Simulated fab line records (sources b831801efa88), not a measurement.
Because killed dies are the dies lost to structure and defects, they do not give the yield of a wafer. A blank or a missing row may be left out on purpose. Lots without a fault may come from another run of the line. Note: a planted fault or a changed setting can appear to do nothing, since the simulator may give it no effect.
Problem report, 8D (eight disciplines) form, completed by code || flow sky130 || the parts of the form that need people (team, actions taken, sign-off) are left out

1. WHAT IS WRONG
LDD_HVN_TW at SKY_LDD_HVN_TW_MEAS_10 reads a mean of 1373 on 4 wafers of 3 lots; wafers without a fault read 1445 with a standard deviation of 10. That is -7.2 standard deviations from the usual mean.
Earliest sighting: wafer L431.6 on filmMetro-04 at day 23 17:40. The record has a number at this step for 43 wafers belonging to 15 lots. Rule for "out" (also "out of limits"): further than 4 standard deviations from the usual mean. The other wafers with a number count as sound.

2. WHAT IT IS, WHAT IT ISN'T
{"question": "which readings at this step", "is": "LDD_HVN_TW", "is not": "-"}
{"question": "which lots", "is": "L431, L432, L435", "is not": "L420, L421, L422, L423, L424, L425, L426, L438, L440, L441, L442, L443"}
{"question": "which wafers of those lots", "is": "L431.6, L432.6, L435.5, L435.6", "is not": "L431.1, L431.3, L432.1"}
{"question": "read on which gauges", "is": "filmMetro-02, filmMetro-03, filmMetro-04", "is not": "-"}
{"question": "when", "is": "from day 23 17:40", "is not": "up to then (23 sound wafers); but 16 sound wafers of L432, L438, L440, L441, L442, L443 came after"}

3. WHAT RULES OUT EACH SUSPECT
Counting: a tool at a process step up to the reading stays a suspect if it ran every lot that is out. Sound lots after the first of them don't rule it out here, since some wafers of a struck lot are sound.
- ruled out: the gauge at SKY_LDD_HVN_TW_MEAS_10. The wafers that are out were read on 3 gauges (filmMetro-02, filmMetro-03, filmMetro-04).
- implanter-01 at SKY_LDD_HVN_IMPLANT_08: kept. Every lot that is out went through it, the first being L431 (day 23 17:25); the last sound lot it ran before that was L426 (day 21 22:07).
Left after counting: implanter-01 at SKY_LDD_HVN_IMPLANT_08.

4. THE CAUSE (what the simulator had put in)
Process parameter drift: implanter-01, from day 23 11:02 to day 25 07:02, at SKY_LDD_HVN_IMPLANT_08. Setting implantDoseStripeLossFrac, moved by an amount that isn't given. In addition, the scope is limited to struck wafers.
This tool alone remained once counting was done.

5. THE EFFECT CHAIN, in route order
One row per reading whose mean, taken over the struck wafers that have a number, lies over 3 standard deviations from the usual. Scope: only readings with a usual standard deviation given in the record; hours: median across lots of the time from each lot's start at the first step in this table that gives one to its start at this step; sigmas: change in usual standard deviations.
{"hours": 0, "step": "SKY_LDD_HVN_TW_MEAS_10", "reading": "LDD_HVN_TW", "usual": 1445, "on struck wafers": 1373, "change": -72, "sigmas": -7.2}

6. HOW IT WOULD HAVE BEEN CAUGHT EARLIER
7 hours passed between the start of the fault at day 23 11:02 and the first reading out of limits at a measuring or inspecting step in this record, taken at day 23 17:40.
An alarm limit of 4 standard deviations would not have fired on the tool readings at SKY_LDD_HVN_IMPLANT_08 for which the record gives a usual standard deviation, since none of them was out on any struck wafer.
Of the lots that are out (3), L432, L435 began SKY_LDD_HVN_IMPLANT_08 on implanter-01 after day 23 17:40. A hold on the tool at that time would have spared those 2.
